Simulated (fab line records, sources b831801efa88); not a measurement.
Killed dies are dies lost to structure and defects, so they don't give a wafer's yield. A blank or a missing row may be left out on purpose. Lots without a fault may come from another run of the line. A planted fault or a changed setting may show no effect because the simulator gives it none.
Chamber matching | flow gf180mcu | GF_POLY_GATE_ETCH_13 on rie_si-02: 4 sister chambers
The step etches poly-Si in HBr/Cl2, stops on SiO2, target depth 198.5 nm, time 69.6 s. 8 wafers are shown with their chamber, then 8 later ones without.

WAFERS WITH THEIR CHAMBER
wafer  | chamber | drypump_motor_current_A (A) | run_length_s (s)
L698.1 | 1       | 5.3                         | 97.7
L702.5 | 0       | 5.8                         | 98.3
L703.4 | 1       | 5.3                         | 97.7
L703.5 | 2       | 5.9                         | 96.9
L705.2 | 0       | 5.8                         | 98.0
L705.3 | 3       | 6.5                         | 97.2
L705.6 | 2       | 6.0                         | 97.0
L707.3 | 3       | 6.5                         | 97.6

WAFERS WITHOUT THEIR CHAMBER
wafer  | drypump_motor_current_A (A) | run_length_s (s)
L707.4 | 5.3                         | 97.6
L707.5 | 6.5                         | 97.4
L717.1 | 5.3                         | 97.7
L717.3 | 5.8                         | 97.7
L717.6 | 6.0                         | 96.9
L719.1 | 6.5                         | 97.4
L719.2 | 5.2                         | 97.6
L719.5 | 5.2                         | 97.6

WHICH CHAMBER EACH WENT THROUGH
wafer  | from the rows above | in truth
L707.4 | 1                   | 1
L707.5 | 3                   | 3
L717.1 | 1                   | 1
L717.3 | 0                   | 0
L717.6 | 2                   | 2
L719.1 | 3                   | 3
L719.2 | 1                   | 1
L719.5 | 1                   | 1
Placed correctly: 8 of 8. Can't be placed from these rows: 0. Placed wrongly: 0.
How it was worked out, from the rows above alone: a wafer's distance from a chamber is the root of the sum, over the readings, of the square of ((its reading less the chamber's mean) divided by the reading's scatter). The wafer belongs to the nearest chamber; if the next one is less than 2 further off, it can't be placed. A chamber's mean is the mean of its shown wafers. The scatter: the root of (the sum of the squares of (reading less its chamber's mean) over the shown wafers, divided by (wafers less chambers)).
